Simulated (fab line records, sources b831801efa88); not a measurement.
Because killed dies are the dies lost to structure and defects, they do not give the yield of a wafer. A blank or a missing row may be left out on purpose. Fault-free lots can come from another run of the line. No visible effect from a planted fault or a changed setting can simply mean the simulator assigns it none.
Which of the tools did it?    flow gf180mcu    72 wafers from 24 lots sampled at 6 of the route's 602 steps

WHAT THE GAUGES READ, wafer by wafer
No reading from a measuring or inspecting step in the record can be judged against a usual standard deviation.

WHAT TOOL EACH LOT RAN ON (gives the tool, then ch and the chambers of the sampled wafers, and finally the start)
lot   GF_SAB_ETCH_11                      GF_V1_ETCH_16                       GF_V1_CMP_26                   GF_M2_SPUTTER_01              GF_V2_CVD_02                     GF_V4_CVD_23
L074  rie-diel-03 ch 0,1,2, day 15 08:40  rie-diel-01 ch 0,1,2, day 18 08:34  cmp-01 ch 2,3, day 18 09:40    pvd-sputter-04, day 18 10:01  pecvd-02 ch 0,1,2, day 19 10:39  cvd-w-01 ch 0,1, day 24 14:35
L075  rie-diel-02 ch 0,1, day 15 18:56    rie-diel-03 ch 0,2,3, day 19 00:38  cmp-01 ch 0,2,3, day 19 01:41  pvd-sputter-01, day 19 02:05  pecvd-01 ch 1,2, day 20 02:58    cvd-w-01 ch 0,1, day 25 05:06
L076  rie-diel-04 ch 0,2,3, day 15 22:44  rie-diel-04 ch 1,2,3, day 19 00:49  cmp-02 ch 0,1,2, day 19 01:55  pvd-sputter-04, day 19 02:16  pecvd-02 ch 0,1,2, day 20 03:11  cvd-w-02 ch 0,1, day 25 05:47
L078  rie-diel-04 ch 0,2, day 16 13:05    rie-diel-01 ch 0,2,3, day 19 14:56  cmp-02 ch 0,2, day 19 16:00    pvd-sputter-01, day 19 16:24  pecvd-04 ch 0,1,2, day 20 17:17  cvd-w-02 ch 0,1, day 25 17:43
L077  rie-diel-04 ch 0,2,3, day 16 15:46  rie-diel-01 ch 0,2,3, day 19 19:10  cmp-01 ch 0,3, day 19 20:11    pvd-sputter-04, day 19 20:35  pecvd-04 ch 0,1,2, day 20 21:39  cvd-w-02 ch 0,1, day 25 23:01
L079  rie-diel-02 ch 0,1, day 16 22:37    rie-diel-01 ch 0,3, day 20 02:43    cmp-01 ch 0,2, day 20 03:49    pvd-sputter-04, day 20 04:10  pecvd-04 ch 0,1,2, day 21 05:10  cvd-w-02 ch 0,1, day 26 04:23
L080  rie-diel-02 ch 0,1,2, day 17 07:44  rie-diel-03 ch 0,1, day 20 13:07    cmp-01 ch 1,2, day 20 14:20    pvd-sputter-01, day 20 14:41  pecvd-04 ch 0,2, day 21 16:22    cvd-w-02 ch 0,1, day 26 13:48
L081  rie-diel-02 ch 0,2,3, day 17 18:52  rie-diel-01 ch 0,2,3, day 20 23:19  cmp-02 ch 0,2,3, day 21 00:22  pvd-sputter-03, day 21 00:46  pecvd-04 ch 0,1,2, day 22 01:58  cvd-w-02 ch 0,1, day 26 23:43
L082  rie-diel-03 ch 1,2,3, day 17 20:07  rie-diel-04 ch 0,1,3, day 21 00:16  cmp-01 ch 0,1,2, day 21 01:22  pvd-sputter-01, day 21 01:43  pecvd-01 ch 0,1,2, day 22 02:43  cvd-w-01 ch 0,1, day 27 00:13
L083  rie-diel-04 ch 1,2, day 18 08:31    rie-diel-03 ch 0,1,3, day 21 13:40  cmp-01 ch 1,2,3, day 21 14:49  pvd-sputter-01, day 21 15:07  pecvd-04 ch 0,1,2, day 22 15:58  cvd-w-02 ch 0,1, day 27 10:32
L084  rie-diel-04 ch 0,1,3, day 18 17:34  rie-diel-03 ch 0,1,2, day 21 23:14  cmp-01 ch 0,1,3, day 22 00:19  pvd-sputter-01, day 22 00:43  pecvd-04 ch 0,1,2, day 23 00:49  cvd-w-01 ch 0,1, day 27 18:05
L085  rie-diel-03 ch 1,3, day 19 02:04    rie-diel-04 ch 0,1, day 22 07:43    cmp-01 ch 0,1,2, day 22 08:49  pvd-sputter-01, day 22 09:10  pecvd-04 ch 0,1,2, day 23 09:12  cvd-w-02 ch 0,1, day 28 03:03
L086  rie-diel-03 ch 0,3, day 19 13:01    rie-diel-03 ch 2,3, day 22 16:32    cmp-01 ch 0,3, day 22 17:39    pvd-sputter-01, day 22 18:00  pecvd-01 ch 1,2, day 23 17:34    cvd-w-01 ch 0,1, day 28 09:02
L087  rie-diel-03 ch 1,2,3, day 19 18:11  rie-diel-04 ch 0,2,3, day 22 22:37  cmp-02 ch 0,1, day 22 23:43    pvd-sputter-01, day 23 00:04  pecvd-04 ch 1,2, day 24 00:00    cvd-w-01 ch 0,1, day 28 14:39
L088  rie-diel-03 ch 0,1,3, day 20 06:28  rie-diel-01 ch 0,1,3, day 23 09:50  cmp-02 ch 0,1,3, day 23 10:53  pvd-sputter-03, day 23 11:17  pecvd-02 ch 0,1,2, day 24 11:01  cvd-w-02 ch 0,1, day 29 00:31
L089  rie-diel-04 ch 0,1,3, day 20 17:05  rie-diel-03 ch 0,1,2, day 23 18:58  cmp-02 ch 1,2,3, day 23 20:04  pvd-sputter-01, day 23 20:25  pecvd-01 ch 1,2, day 24 19:59    cvd-w-01 ch 0,1, day 29 08:25
L090  rie-diel-02 ch 1,2,3, day 20 22:32  rie-diel-04 ch 0,1,3, day 24 00:31  cmp-02 ch 1,2,3, day 24 01:40  pvd-sputter-03, day 24 02:04  pecvd-04 ch 0,1,2, day 25 00:40  cvd-w-02 ch 0,1, day 29 13:12
L091  rie-diel-04 ch 2,3, day 21 06:41    rie-diel-03 ch 0,3, day 24 08:40    cmp-01 ch 0,2,3, day 24 09:46  pvd-sputter-01, day 24 10:07  pecvd-04 ch 0,1, day 25 08:05    cvd-w-01 ch 0, day 29 19:23
L092  rie-diel-02 ch 0,1, day 21 16:35    rie-diel-01 ch 1,2, day 24 16:53    cmp-01 ch 2,3, day 24 17:59    pvd-sputter-04, day 24 18:23  pecvd-04 ch 0,1,2, day 25 16:43  cvd-w-01 ch 0, day 30 04:28
L093  rie-diel-02 ch 1,2,3, day 22 01:25  rie-diel-01 ch 1,2,3, day 25 00:58  cmp-01 ch 0,1,3, day 25 02:02  pvd-sputter-04, day 25 02:28  pecvd-01 ch 0,1,2, day 26 00:32  cvd-w-01 ch 0,1, day 30 10:50
L094  rie-diel-03 ch 0,1, day 22 03:59    rie-diel-01 ch 0,1,2, day 25 04:04  cmp-02 ch 0,1,3, day 25 05:08  pvd-sputter-03, day 25 05:32  pecvd-01 ch 0,1,2, day 26 03:05  cvd-w-02 ch 0,1, day 30 13:04
L095  rie-diel-04 ch 1,2, day 22 11:04    rie-diel-03 ch 1,2, day 25 10:40    cmp-01 ch 0,1, day 25 11:46    pvd-sputter-03, day 25 12:07  pecvd-02 ch 0,1, day 26 09:44    cvd-w-02 ch 0,1, day 30 18:21
L096  rie-diel-03 ch 0,2, day 22 20:22    rie-diel-03 ch 1,2,3, day 25 18:46  cmp-01 ch 2,3, day 25 19:52    pvd-sputter-01, day 25 20:13  pecvd-04 ch 0,1, day 26 18:03    cvd-w-02 ch 0, day 31 02:26
L097  rie-diel-03 ch 0,3, day 23 05:46    rie-diel-01 ch 1,2, day 26 03:56    cmp-01 ch 0,3, day 26 05:04    pvd-sputter-04, day 26 05:25  pecvd-04 ch 1,2, day 27 03:23    cvd-w-02 ch 0,1, day 31 09:38
- GF_SAB_ETCH_11: etches SiO2 in C4F8/O2/Ar, target depth 55 nm, time 8.5 s.
- GF_V1_ETCH_16: etches BARC in N2/H2.
- GF_V1_CMP_26: polishes, stops on SiO2, t overpolish 15 s, target thk 0 nm.
- GF_M2_SPUTTER_01: material TiN, target thk 30 nm, time 25 s.
- GF_V2_CVD_02: deposits SiO2 from TEOS, target thk 850 nm, time 94.851 s.
- GF_V4_CVD_23: deposits W, target thk 350 nm, time 104.9 s.

AS READ BY THE TOOLS THEMSELVES (means over the sampled wafers that have a number; for cases with no such wafer, the mark the record gives instead)
GF_SAB_ETCH_11. Usual: bias-w 1200 W, standard deviation 3.8; oes-product-au 0.999 a.u., standard deviation 0.009.
lot   tool         bias-w (W)  oes-product-au (a.u.)  flag
L074  rie-diel-03  1200        1.007                  
L075  rie-diel-02  1201        0.999                  
L076  rie-diel-04  1198        0.993                  
L078  rie-diel-04  1200        0.990                  
L077  rie-diel-04  1199        1.008                  
L079  rie-diel-02  1199        0.994                  
L080  rie-diel-02  1198        0.998                  
L081  rie-diel-02  1199        1.004                  
L082  rie-diel-03  1199        0.998                  
L083  rie-diel-04  1199        1.004                  
L084  rie-diel-04  1201        1.013                  
L085  rie-diel-03  1201        1.003                  
L086  rie-diel-03  1201        0.995                  
L087  rie-diel-03  1199        0.997                  
L088  rie-diel-03  1201        0.994                  
L089  rie-diel-04  1203        1.000                  
L090  rie-diel-02  1201        1.001                  
L091  rie-diel-04  1200        0.995                  
L092  rie-diel-02  1195        1.004                  
L093  rie-diel-02  1202        0.999                  
L094  rie-diel-03  1199        0.997                  
L095  rie-diel-04  1202        0.997                  
L096  rie-diel-03  1198        1.003                  
L097  rie-diel-03  1196        0.996                  

GF_V1_ETCH_16. Usual: bias-w 99.97 W, standard deviation 0.3; drypump-motor-current-A 5.6 A, standard deviation 0.6; oes-product-au 0.856 a.u., standard deviation 0.005; throttle-valve-pct 13.225 %, standard deviation 0.0093.
lot   tool         bias-w (W)  drypump-motor-current-A (A)  oes-product-au (a.u.)  throttle-valve-pct (%)  flag
L074  rie-diel-01  99.91       5.9                          0.856                  13.234                  
L075  rie-diel-03  99.75       5.0                          0.856                  13.221                  
L076  rie-diel-04  99.89       5.5                          0.856                  13.225                  
L078  rie-diel-01  99.76       5.8                          0.861                  13.233                  
L077  rie-diel-01  99.83       5.8                          0.855                  13.235                  
L079  rie-diel-01  99.98       6.0                          0.857                  13.236                  
L080  rie-diel-03  99.68       5.7                          0.860                  13.225                  
L081  rie-diel-01  99.79       5.8                          0.851                  13.230                  
L082  rie-diel-04  100.19      5.5                          0.854                  13.224                  
L083  rie-diel-03  100.32      5.3                          0.860                  13.226                  
L084  rie-diel-03  100.44      5.4                          0.857                  13.221                  
L085  rie-diel-04  100.12      5.9                          0.852                  13.226                  
L086  rie-diel-03  100.03      5.1                          0.856                  13.226                  
L087  rie-diel-04  100.29      5.3                          0.854                  13.217                  
L088  rie-diel-01  99.89       6.2                          0.855                  13.232                  
L089  rie-diel-03  99.98       5.4                          0.849                  13.230                  
L090  rie-diel-04  100.00      5.5                          0.858                  13.219                  
L091  rie-diel-03  100.22      4.9                          0.857                  13.228                  
L092  rie-diel-01  99.85       5.4                          0.860                  13.224                  
L093  rie-diel-01  99.85       5.7                          0.861                  13.219                  
L094  rie-diel-01  99.99       5.9                          0.854                  13.221                  
L095  rie-diel-03  100.17      5.6                          0.861                  13.230                  
L096  rie-diel-03  99.73       5.5                          0.857                  13.227                  
L097  rie-diel-01  99.93       5.9                          0.853                  13.223                  

GF_V1_CMP_26. Usual: head-pressure-psi 3.501 psi, standard deviation 0.0081; motor-current-A 11.9 A, standard deviation 1.7; overpolish-run-s 15.001 s, standard deviation 0.0087; platen-rpm 60.00 rpm, standard deviation 0.043; time-to-endpoint-s 87 s, standard deviation 4.3.
lot   tool    head-pressure-psi (psi)  motor-current-A (A)  overpolish-run-s (s)  platen-rpm (rpm)  time-to-endpoint-s (s)  flag
L074  cmp-01  3.504                    11.4                 15.000                60.00             86                      
L075  cmp-01  3.500                    11.9                 14.994                60.03             84                      
L076  cmp-02  3.500                    10.2                 14.992                60.00             86                      
L078  cmp-02  3.506                    10.8                 15.000                59.98             91                      
L077  cmp-01  3.497                    12.3                 15.000                59.99             89                      
L079  cmp-01  3.494                    10.9                 14.998                60.00             81                      
L080  cmp-01  3.501                    13.3                 15.001                60.00             80                      
L081  cmp-02  3.504                    10.7                 15.001                60.04             87                      
L082  cmp-01  3.495                    12.4                 15.003                60.00             84                      
L083  cmp-01  3.498                    12.3                 15.007                60.05             92                      
L084  cmp-01  3.496                    13.4                 15.006                59.99             94                      
L085  cmp-01  3.498                    12.1                 14.996                60.01             87                      
L086  cmp-01  3.504                    11.9                 14.999                59.96             95                      
L087  cmp-02  3.495                    9.6                  15.006                59.99             82                      
L088  cmp-02  3.504                    10.5                 15.001                59.96             81                      
L089  cmp-02  3.494                    12.0                 15.005                60.01             85                      
L090  cmp-02  3.505                    11.4                 15.011                60.01             82                      
L091  cmp-01  3.496                    11.8                 14.996                60.02             90                      
L092  cmp-01  3.503                    11.6                 15.005                60.02             84                      
L093  cmp-01  3.502                    12.6                 15.001                59.99             89                      
L094  cmp-02  3.501                    10.5                 14.985                60.04             82                      
L095  cmp-01  3.512                    13.4                 15.001                60.04             85                      
L096  cmp-01  3.508                    11.5                 15.001                60.02             85                      
L097  cmp-01  3.490                    12.3                 14.995                60.00             91                      

GF_M2_SPUTTER_01. Usual: cathode-dc-power-W 6500.0 W, standard deviation 1.1; throttle-valve-pct 29.9 %, standard deviation 0.89.
lot   tool            cathode-dc-power-W (W)  throttle-valve-pct (%)  flag
L074  pvd-sputter-04  6500.9                  29.5                    
L075  pvd-sputter-01  6499.5                  29.8                    
L076  pvd-sputter-04  6499.6                  29.9                    
L078  pvd-sputter-01  6500.3                  30.3                    
L077  pvd-sputter-04  6500.7                  29.7                    
L079  pvd-sputter-04  6499.6                  29.9                    
L080  pvd-sputter-01  6499.6                  30.5                    
L081  pvd-sputter-03  6500.5                  30.4                    
L082  pvd-sputter-01  6500.7                  30.4                    
L083  pvd-sputter-01  6500.7                  29.9                    
L084  pvd-sputter-01  6499.3                  30.3                    
L085  pvd-sputter-01  6500.2                  29.9                    
L086  pvd-sputter-01  6500.5                  30.0                    
L087  pvd-sputter-01  6498.1                  30.4                    
L088  pvd-sputter-03  6501.4                  29.8                    
L089  pvd-sputter-01  6499.6                  29.8                    
L090  pvd-sputter-03  6499.5                  30.4                    
L091  pvd-sputter-01  6499.6                  30.3                    
L092  pvd-sputter-04  6500.1                  30.3                    
L093  pvd-sputter-04  6498.6                  29.6                    
L094  pvd-sputter-03  6500.6                  30.4                    
L095  pvd-sputter-03  6501.0                  30.0                    
L096  pvd-sputter-01  6500.1                  29.8                    
L097  pvd-sputter-04  6500.6                  29.1                    

GF_V2_CVD_02. Usual: heater-power-w reads 702 W (standard deviation 81).
lot   tool      heater-power-w (W)  flag
L074  pecvd-02  648                 
L075  pecvd-01  744                 
L076  pecvd-02  651                 
L078  pecvd-04  736                 
L077  pecvd-04  652                 
L079  pecvd-04  677                 
L080  pecvd-04  739                 
L081  pecvd-04  704                 
L082  pecvd-01  771                 
L083  pecvd-04  737                 
L084  pecvd-04  734                 
L085  pecvd-04  676                 
L086  pecvd-01  700                 
L087  pecvd-04  702                 
L088  pecvd-02  674                 
L089  pecvd-01  779                 
L090  pecvd-04  734                 
L091  pecvd-04  726                 
L092  pecvd-04  692                 
L093  pecvd-01  789                 
L094  pecvd-01  736                 
L095  pecvd-02  646                 
L096  pecvd-04  685                 
L097  pecvd-04  663                 

GF_V4_CVD_23. Usual: chamber-pressure-Torr 40.02 Torr, standard deviation 0.088; heater-power-w 920 W, standard deviation 86.
lot   tool      chamber-pressure-Torr (Torr)  heater-power-w (W)  flag
L074  cvd-w-01  40.04                         933                 
L075  cvd-w-01  40.05                         920                 
L076  cvd-w-02  39.99                         862                 
L078  cvd-w-02  40.05                         928                 
L077  cvd-w-02  40.02                         857                 
L079  cvd-w-02  40.02                         880                 
L080  cvd-w-02  39.98                         868                 
L081  cvd-w-02  39.87                         941                 
L082  cvd-w-01  40.01                         942                 
L083  cvd-w-02  40.06                         958                 
L084  cvd-w-01  40.05                         948                 
L085  cvd-w-02  39.99                         866                 
L086  cvd-w-01  40.10                         923                 
L087  cvd-w-01  39.91                         929                 
L088  cvd-w-02  40.02                         878                 
L089  cvd-w-01  39.96                         954                 
L090  cvd-w-02  40.04                         953                 
L091  cvd-w-01  40.05                         897                 
L092  cvd-w-01  40.07                         899                 
L093  cvd-w-01  39.97                         956                 
L094  cvd-w-02  40.10                         875                 
L095  cvd-w-02  39.93                         865                 
L096  cvd-w-02  40.06                         807                 
L097  cvd-w-02  40.12                         971                 

THE ANSWER, worked out from the rows above alone
Rule: a lot is off if the mean of its wafers that have a number lies more than 3 standard deviations from the usual mean. A lot without any number at a reading at which 4 lots or more have one is off too. The other lots that the step has rows for count as sound. First the gauges in route order, then the tools' own readings, where a lot's mean is used as printed above. At the first step where some lot is off, the reading lying furthest off is the one used; lots without a number count as furthest.
No lot is off on any of the readings shown, so nothing can be concluded from this.

WHAT THE SIMULATOR PUT IN
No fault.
